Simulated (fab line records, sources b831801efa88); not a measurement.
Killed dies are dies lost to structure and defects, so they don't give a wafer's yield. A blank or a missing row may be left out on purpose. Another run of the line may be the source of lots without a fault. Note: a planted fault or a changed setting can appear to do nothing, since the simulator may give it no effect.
Which tool is to blame? ; flow sky130 ; 39 wafers from 13 lots sampled at 2 of the route's 708 steps

== WHAT THE GAUGES SHOWED, per wafer ==
SKY_POLY_GATE_CD_MEAS_13: the cd target is 150 nm. Usual: cd nm reads 149.3 nm (standard deviation 1.5).
lot;measured;on;cd nm (nm);flag
L542;day 17 18:42;cd sem-01;149.1 149.3 147.5;
L541;day 17 19:02;cd sem-01;152.0 149.9 150.5;
L543;day 18 00:39;cd sem-02;150.0 150.7 150.7;
L544;day 18 03:05;cd sem-02;149.1 150.8 150.4;
L549;day 19 16:16;cd sem-01;150.4 151.4 150.1;
L548;day 19 18:40;cd sem-02;150.3 147.3 148.4;
L553;day 21 11:55;cd sem-01;149.5 150.4 149.1;
L555;day 22 05:31;cd sem-01;148.9 150.7 149.0;
L556;day 22 07:10;cd sem-02;147.3 146.8 146.7;
L558;day 22 15:58;cd sem-01;151.0 150.6 151.1;
L557;day 22 17:42;cd sem-02;146.6 148.1 145.7;
L559;day 23 00:10;cd sem-01;148.5 148.6 148.2;
L562;day 24 07:45;cd sem-02;149.4 148.1 148.9;

SKY_LDD_P_OVL_MEAS_08. Usual: LDD_P_OVL -0.2 nm, standard deviation 1.3.
lot;measured;on;LDD_P_OVL (nm);flag
L542;day 20 14:14;overlay-02;-0.8 -1.6 -0.1;
L541;day 20 14:47;overlay-01;0.1 -1.7 0.0;
L543;day 20 23:38;overlay-01;-0.2 -0.9 -0.8;
L544;day 20 22:29;overlay-01;-0.6 0.7 0.3;
L549;day 22 09:08;overlay-02;-1.2 0.0 -2.0;
L548;day 22 11:47;overlay-02;-0.5 1.9 0.9;
L553;day 24 03:30;overlay-01;-0.5 -0.7 -2.4;
L555;day 24 19:23;overlay-01;-1.1 -0.9 0.0;
L556;day 24 20:56;overlay-01;-0.4 -0.7 -0.6;
L558;day 25 06:56;overlay-02;2.6 1.0 0.8;
L557;day 25 07:44;overlay-02;-1.7 -1.3 -1.5;
L559;day 25 14:26;overlay-01;1.1 2.9 0.6;
L562;day 26 21:48;overlay-01;-1.1 -0.3 2.0;

== WHAT TOOL EACH LOT RAN ON (gives the tool, then ch and the chambers of the sampled wafers, and finally the start) ==
The record holds no process step before these readings.

== WHAT THE TOOLS THEMSELVES READ (means of the sampled wafers that have a number; where no wafer has one, the mark that the record gives instead) ==
The record holds no such reading with a usual standard deviation.

== THE ANSWER, worked out from the rows above alone ==
Rule: take the mean of a lot's wafers that have a number; if it is more than 3 standard deviations from the usual mean, the lot is off. Also off: a lot with no number at a reading for which 4 or more lots have one. Any other lot the step has rows for is counted as sound. After the gauges, taken in route order, come the tools' own readings; for these a lot's mean is taken, as printed above. The first step at which some lot is off is used, and at that step the reading that is off furthest; a lot without a number counts as furthest.
No lot is off on any of the readings shown, so nothing can be concluded from this.

== WHAT THE SIMULATOR HAD PUT IN ==
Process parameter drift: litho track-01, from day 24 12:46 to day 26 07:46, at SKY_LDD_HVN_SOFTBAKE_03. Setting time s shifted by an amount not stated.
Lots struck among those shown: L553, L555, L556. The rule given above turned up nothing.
